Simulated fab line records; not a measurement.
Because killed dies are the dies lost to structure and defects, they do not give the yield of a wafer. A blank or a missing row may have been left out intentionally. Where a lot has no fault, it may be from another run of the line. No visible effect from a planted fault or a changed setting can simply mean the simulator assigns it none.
What tool caused it? || flow sky130 || 37 wafers from 13 lots sampled at 2 of the route's 708 steps

## WHAT EACH GAUGE READ, for each wafer
SKY_VT_ADJUST_NCORE_CD_MEAS_07: target cd 380 nm.
{"lot": "L428", "measured": "day 9 10:26", "on": "cd-sem-01", "cd-nm (nm)": "380.2 380.3 379.1"}
{"lot": "L431", "measured": "day 10 00:31", "on": "cd-sem-02", "cd-nm (nm)": "379.8 380.6 379.8"}
{"lot": "L432", "measured": "day 10 04:35", "on": "cd-sem-01", "cd-nm (nm)": "378.1 380.8 377.6"}
{"lot": "L433", "measured": "day 10 11:33", "on": "cd-sem-01", "cd-nm (nm)": "376.8 377.8"}
{"lot": "L436", "measured": "day 11 06:11", "on": "cd-sem-01", "cd-nm (nm)": "378.2 380.0 380.1"}
{"lot": "L440", "measured": "day 12 22:14", "on": "cd-sem-02", "cd-nm (nm)": "379.3 380.4 381.9"}
{"lot": "L441", "measured": "day 13 07:09", "on": "cd-sem-02", "cd-nm (nm)": "381.2 382.4 381.8"}
{"lot": "L443", "measured": "day 13 13:20", "on": "cd-sem-02", "cd-nm (nm)": "382.8 379.9 379.8"}
{"lot": "L445", "measured": "day 14 10:43", "on": "cd-sem-02", "cd-nm (nm)": "381.9 382.7 384.9"}
{"lot": "L447", "measured": "day 14 22:45", "on": "cd-sem-01", "cd-nm (nm)": "380.8 377.9 380.5"}
{"lot": "L448", "measured": "day 15 02:16", "on": "cd-sem-01", "cd-nm (nm)": "380.8 380.7 381.5"}
{"lot": "L449", "measured": "day 15 11:13", "on": "cd-sem-01", "cd-nm (nm)": "378.6 379.1 378.4"}
{"lot": "L450", "measured": "day 15 14:54", "on": "cd-sem-02", "cd-nm (nm)": "378.4 376.9"}

## EACH LOT AND THE TOOL THAT RAN IT (in order: tool; ch and the chambers of the sampled wafers; start)
{"lot": "L428", "SKY_VT_ADJUST_HVTP_STRIP_10": "plasma-asher-02 ch 0,1, day 6 19:14"}
{"lot": "L431", "SKY_VT_ADJUST_HVTP_STRIP_10": "plasma-asher-04 ch 0,1, day 7 07:19"}
{"lot": "L432", "SKY_VT_ADJUST_HVTP_STRIP_10": "plasma-asher-02 ch 0,1, day 7 10:14"}
{"lot": "L433", "SKY_VT_ADJUST_HVTP_STRIP_10": "plasma-asher-02 ch 0, day 7 16:44"}
{"lot": "L436", "SKY_VT_ADJUST_HVTP_STRIP_10": "plasma-asher-02 ch 0,1, day 8 07:59"}
{"lot": "L440", "SKY_VT_ADJUST_HVTP_STRIP_10": "plasma-asher-01 ch 0,1, day 9 20:06"}
{"lot": "L441", "SKY_VT_ADJUST_HVTP_STRIP_10": "plasma-asher-02 ch 0,1, day 10 03:56"}
{"lot": "L443", "SKY_VT_ADJUST_HVTP_STRIP_10": "plasma-asher-02 ch 0, day 10 09:20"}
{"lot": "L445", "SKY_VT_ADJUST_HVTP_STRIP_10": "plasma-asher-04 ch 0,1, day 11 06:06"}
{"lot": "L447", "SKY_VT_ADJUST_HVTP_STRIP_10": "plasma-asher-01 ch 0,1, day 11 15:20"}
{"lot": "L448", "SKY_VT_ADJUST_HVTP_STRIP_10": "plasma-asher-04 ch 0,1, day 11 20:05"}
{"lot": "L449", "SKY_VT_ADJUST_HVTP_STRIP_10": "plasma-asher-01 ch 0,1, day 12 04:21"}
{"lot": "L450", "SKY_VT_ADJUST_HVTP_STRIP_10": "plasma-asher-01 ch 1, day 12 07:58"}
- SKY_VT_ADJUST_HVTP_STRIP_10: strips in O2/N2.

## WHAT THE TOOLS THEMSELVES READ (means of the sampled wafers that have a number; where no wafer has one, the mark that the record gives instead)
SKY_VT_ADJUST_HVTP_STRIP_10.
{"lot": "L428", "tool": "plasma-asher-02", "drypump-motor-current-A (A)": 6.4, "oes-product-au (a.u.)": 0.715, "strip-time-to-endpoint-s (s)": 14.18}
{"lot": "L431", "tool": "plasma-asher-04", "drypump-motor-current-A (A)": 5.9, "oes-product-au (a.u.)": 0.720, "strip-time-to-endpoint-s (s)": 14.17}
{"lot": "L432", "tool": "plasma-asher-02", "drypump-motor-current-A (A)": 6.2, "oes-product-au (a.u.)": 0.715, "strip-time-to-endpoint-s (s)": 14.20}
{"lot": "L433", "tool": "plasma-asher-02", "drypump-motor-current-A (A)": 6.0, "oes-product-au (a.u.)": 0.715, "strip-time-to-endpoint-s (s)": 14.22}
{"lot": "L436", "tool": "plasma-asher-02", "drypump-motor-current-A (A)": 6.2, "oes-product-au (a.u.)": 0.716, "strip-time-to-endpoint-s (s)": 14.18}
{"lot": "L440", "tool": "plasma-asher-01", "drypump-motor-current-A (A)": 5.6, "oes-product-au (a.u.)": 0.714, "strip-time-to-endpoint-s (s)": 14.16}
{"lot": "L441", "tool": "plasma-asher-02", "drypump-motor-current-A (A)": 6.4, "oes-product-au (a.u.)": 0.715, "strip-time-to-endpoint-s (s)": 14.22}
{"lot": "L443", "tool": "plasma-asher-02", "drypump-motor-current-A (A)": 6.0, "oes-product-au (a.u.)": 0.710, "strip-time-to-endpoint-s (s)": 14.24}
{"lot": "L445", "tool": "plasma-asher-04", "drypump-motor-current-A (A)": 5.5, "oes-product-au (a.u.)": 0.714, "strip-time-to-endpoint-s (s)": 14.14}
{"lot": "L447", "tool": "plasma-asher-01", "drypump-motor-current-A (A)": 5.9, "oes-product-au (a.u.)": 0.718, "strip-time-to-endpoint-s (s)": 14.21}
{"lot": "L448", "tool": "plasma-asher-04", "drypump-motor-current-A (A)": 5.9, "oes-product-au (a.u.)": 0.719, "strip-time-to-endpoint-s (s)": 14.20}
{"lot": "L449", "tool": "plasma-asher-01", "drypump-motor-current-A (A)": 5.6, "oes-product-au (a.u.)": 0.716, "strip-time-to-endpoint-s (s)": 14.15}
{"lot": "L450", "tool": "plasma-asher-01", "drypump-motor-current-A (A)": 6.1, "oes-product-au (a.u.)": 0.716, "strip-time-to-endpoint-s (s)": 14.19}

## THE ANSWER, worked out from the rows above alone
Rule: the lots themselves supply what counts as usual. The widest of any qualifying gaps counts: lots, ordered by their means at a reading, are off when they make up no more than a third of the lots, leave a main group of 4 or more, and stand apart from it by 3 or more times the standard deviation of that group's means. Not used: any main group whose means are identical at the precision the tables above print for the reading. Also off: a lot with no number at a reading for which 4 or more lots have one. All remaining lots with rows at the step are treated as sound. After the gauges, taken in route order, come the tools' own readings; for these a lot's mean is taken, as printed above. The first step at which some lot is off is used, and at that step the reading that is off furthest; a lot without a number counts as furthest.
No lot is off at any reading shown: from this, nothing can be told.

## WHAT HAD BEEN PUT IN BY THE SIMULATOR
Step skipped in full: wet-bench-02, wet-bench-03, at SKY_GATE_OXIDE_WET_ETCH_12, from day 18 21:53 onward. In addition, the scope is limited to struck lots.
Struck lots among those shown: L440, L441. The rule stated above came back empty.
